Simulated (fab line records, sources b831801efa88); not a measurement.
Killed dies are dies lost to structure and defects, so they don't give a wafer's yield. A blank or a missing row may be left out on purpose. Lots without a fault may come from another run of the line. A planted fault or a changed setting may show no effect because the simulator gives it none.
One fault seen from 2 desks | flow sky130 | each desk has only its own numbers; what lay behind them comes last

THE TOOL OWNER'S DESK: hdpcvd-01
The tool's own readings at SKY_VIA2_HDPCVD_00 (deposits SiO2, target thk 1180 nm, time 196.7 s): means of the sampled wafers that have a number, for each lot that ran on this tool. A lot is out of limits, marked OUT, if its mean lies more than 4 standard deviations from the usual mean; the brackets give that distance.
Columns: A = sih4_flow_sccm at SKY_VIA2_HDPCVD_00, usual 60.00 sccm; B = susceptor_temp_C at SKY_VIA2_HDPCVD_00, usual 399.99 C
lot  | first seen here | A               | B
L560 | day 36 12:45    | 59.97           | 399.97
L559 | day 36 15:05    | 59.88           | 400.01
L561 | day 36 18:12    | 59.91           | 399.94
L562 | day 36 19:37    | 59.75           | 399.82
L567 | day 38 02:02    | 60.16           | 399.83
L569 | day 38 21:55    | 59.94           | 400.10
L572 | day 39 10:10    | 63.97 (+23) OUT | 399.90
This desk's finding: out of limits on L572; first on L572, day 39 10:10 (sih4_flow_sccm at SKY_VIA2_HDPCVD_00). In limits: L560, L559, L561, L562, L567, L569.

THE METROLOGY DESK
What the gauges read, lot by lot, whatever tool the lot ran on: means of the sampled wafers that have a number. A lot is out of limits, marked OUT, if its mean lies more than 4 standard deviations from the usual mean; the brackets give that distance.
Columns: A = VIA2_HDPCVD_THK at SKY_VIA2_THK_MEAS_01, usual 1178 nm
lot  | first seen here | A
L560 | day 36 12:53    | 1183
L559 | day 36 15:13    | 1201
L561 | day 36 18:20    | 1179
L562 | day 36 19:45    | 1181
L563 | day 37 05:02    | 1179
L566 | day 38 01:55    | 1163
L567 | day 38 02:09    | 1163
L568 | day 38 11:20    | 1181
L569 | day 38 22:02    | 1182
L572 | day 39 10:17    | 1266 (+6.8) OUT
L573 | day 39 22:22    | 1155
This desk's finding: out of limits on L572; first on L572, day 39 10:17 (VIA2_HDPCVD_THK at SKY_VIA2_THK_MEAS_01). In limits: L560, L559, L561, L562, L563, L566, L567, L568, L569, L573.

PUT TOGETHER
The tool owner's desk could have raised an alarm at day 39 10:10, on L572.
The metrology desk could have raised an alarm at day 39 10:17, on L572.
Of the lots named, all ran SKY_VIA2_HDPCVD_00 on hdpcvd-01.

WHAT THE SIMULATOR HAD PUT IN
Process parameter drift: hdpcvd-01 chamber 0, from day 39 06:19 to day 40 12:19, at SKY_VIA2_HDPCVD_00. Setting sih4_flow_sccm, moved by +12, from 60. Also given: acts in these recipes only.
Lots struck among those shown: L572.
Hours from the fault's start to each desk's first reading out of limits: the tool owner's desk, 4; the metrology desk, 4.
